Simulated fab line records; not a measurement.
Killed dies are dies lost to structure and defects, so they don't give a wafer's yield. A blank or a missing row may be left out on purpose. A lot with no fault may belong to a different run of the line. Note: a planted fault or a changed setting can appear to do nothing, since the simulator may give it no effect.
Which tool is to blame? | flow sky130 | 15 lots with 45 wafers sampled at 4 steps, on a route of 708 steps

WHAT EACH GAUGE READ, for each wafer
SKY_FIELD_ISO_THK_MEAS_23.
lot  | measured    | on            | FIELD_ISO_OXIDATION_01_THK (nm)
L287 | day 2 16:04 | film metro-04 | 10.21 10.11 9.96
L291 | day 3 16:01 | film metro-03 | 9.85 9.72 9.70
L292 | day 3 20:10 | film metro-01 | 9.98 9.92 10.00
L293 | day 4 00:49 | film metro-03 | 9.96 9.95 9.98
L294 | day 4 04:54 | film metro-01 | 10.15 10.13 10.18
L296 | day 4 16:59 | film metro-04 | 9.92 10.23 10.14
L299 | day 5 08:07 | film metro-04 | 10.20 10.20 10.03
L300 | day 5 13:06 | film metro-04 | 9.96 10.23 10.03
L301 | day 5 19:05 | film metro-04 | 9.81 10.01 9.92
L302 | day 5 22:56 | film metro-04 | 9.95 9.83 9.96
L304 | day 6 09:37 | film metro-04 | 9.93 9.86 9.85
L305 | day 6 15:03 | film metro-03 | 9.88 9.65 9.73
L306 | day 6 19:11 | film metro-03 | 9.76 9.69 9.68
L307 | day 7 01:04 | film metro-01 | 10.17 10.18 10.10
L308 | day 7 09:21 | film metro-03 | 10.27 10.44 10.35

SKY_LOCAL_INTERCONNECT_OVL_MEAS_12.
lot  | measured     | on         | LOCAL_INTERCONNECT_OVL (nm)
L287 | day 30 22:23 | overlay-01 | -5 -3 1
L291 | day 32 10:44 | overlay-01 | -17 -4 -17
L292 | day 32 17:26 | overlay-02 | 7 -4 -1
L293 | day 33 14:34 | overlay-02 | 3 0 1
L294 | day 33 13:24 | overlay-02 | -11 -13 -5
L296 | day 34 04:28 | overlay-01 | -13 -11 -5
L299 | day 35 00:06 | overlay-01 | -5 -7 -11
L300 | day 35 09:11 | overlay-02 | -8 1 -7
L301 | day 35 17:36 | overlay-02 | 0 -4 0
L302 | day 36 01:52 | overlay-01 | 3 -1 1
L304 | day 36 12:24 | overlay-02 | 1 -8 -2
L305 | day 36 17:53 | overlay-02 | 16 11 3
L306 | day 36 23:50 | overlay-01 | 0 -10 -2
L307 | day 37 10:54 | overlay-01 | 5 9 8
L308 | day 37 18:56 | overlay-01 | -10 -3 -9

SKY_CONTACT_OVL_MEAS_15.
lot  | measured     | on         | CONTACT_OVL (nm)
L287 | day 32 03:15 | overlay-01 | -8 -9 -12
L291 | day 33 14:17 | overlay-01 | 13 18 8
L292 | day 33 21:36 | overlay-02 | -9 -4 -2
L293 | day 34 18:39 | overlay-01 | 5 12 3
L294 | day 34 17:21 | overlay-02 | 5 -4 4
L296 | day 35 08:21 | overlay-01 | 2 -4 14
L299 | day 36 05:13 | overlay-02 | 8 -5 -7
L300 | day 36 14:45 | overlay-01 | 16 9 14
L301 | day 36 22:31 | overlay-02 | 4 -13 -13
L302 | day 37 06:08 | overlay-02 | 3 8 -5
L304 | day 37 15:53 | overlay-02 | 4 -8 4
L305 | day 37 21:10 | overlay-01 | 3 6 10
L306 | day 38 02:26 | overlay-01 | 10 -1 2
L307 | day 38 14:22 | overlay-02 | -8 0 -1
L308 | day 38 22:04 | overlay-01 | 18 22 22

WHAT TOOL EACH LOT RAN ON (gives the tool, then ch and the chambers of the sampled wafers, and finally the start)
lot  | SKY_VT_ADJUST_HVTP_DEVELOP_06
L287 | litho track-04 ch 0, day 6 12:35
L291 | litho track-04 ch 0, day 7 15:06
L292 | litho track-03, day 7 20:22
L293 | litho track-01, day 8 03:46
L294 | litho track-04, day 8 05:39
L296 | litho track-03 ch 0, day 9 01:58
L299 | litho track-01 ch 0, day 9 16:40
L300 | litho track-03 ch 0, day 10 02:02
L301 | litho track-01 ch 0, day 10 09:37
L302 | litho track-01 ch 0, day 10 15:13
L304 | litho track-03 ch 0, day 11 02:25
L305 | litho track-04 ch 0, day 11 06:26
L306 | litho track-04 ch 0, day 11 12:39
L307 | litho track-04 ch 0, day 12 00:24
L308 | litho track-01 ch 0, day 12 06:58
- SKY_VT_ADJUST_HVTP_DEVELOP_06: develop time 60 s.

WHAT THE TOOLS THEMSELVES READ (means of the sampled wafers that have a number; where no wafer has one, the mark that the record gives instead)
SKY_VT_ADJUST_HVTP_DEVELOP_06.
lot  | tool           | chill plate temp C (C)
L287 | litho track-04 | 22.97
L291 | litho track-04 | 22.98
L292 | litho track-03 | -
L293 | litho track-01 | -
L294 | litho track-04 | -
L296 | litho track-03 | 23.08
L299 | litho track-01 | 23.10
L300 | litho track-03 | 23.01
L301 | litho track-01 | 23.18
L302 | litho track-01 | 22.92
L304 | litho track-03 | 22.95
L305 | litho track-04 | 23.06
L306 | litho track-04 | 23.09
L307 | litho track-04 | 22.97
L308 | litho track-01 | 23.06

THE ANSWER, worked out from the rows above alone
Rule: usual is defined by the lots themselves. Put in order of their means at a reading, lots are off if they are a third of the lots or fewer, leave a main group of 4 or more, and stand apart from it by a gap of 3 or more times the standard deviation of the main group's means; of several such gaps the widest counts. A main group is skipped when, at the precision printed for the reading in the tables above, its means are all equal. A lot without any number at a reading at which 4 lots or more have one is off too. All remaining lots with rows at the step are treated as sound. The gauges are gone through in route order, then the tools' own readings, and for those a lot's mean is taken as printed above. At the first step where some lot is off, the reading lying furthest off is the one used; lots without a number count as furthest.
Off, at SKY_VT_ADJUST_HVTP_DEVELOP_06 on chill plate temp C: L292, L293, L294. Without a number there: L292, L293, L294. For the main group the mean is 23.03 C and the standard deviation 0.073.
If a tool, at that step or one of the process steps before it, ran each lot that is off and ran no sound lot following the first of them, it fits. Not one of the candidates tried fits.

WHAT HAD BEEN PUT IN BY THE SIMULATOR
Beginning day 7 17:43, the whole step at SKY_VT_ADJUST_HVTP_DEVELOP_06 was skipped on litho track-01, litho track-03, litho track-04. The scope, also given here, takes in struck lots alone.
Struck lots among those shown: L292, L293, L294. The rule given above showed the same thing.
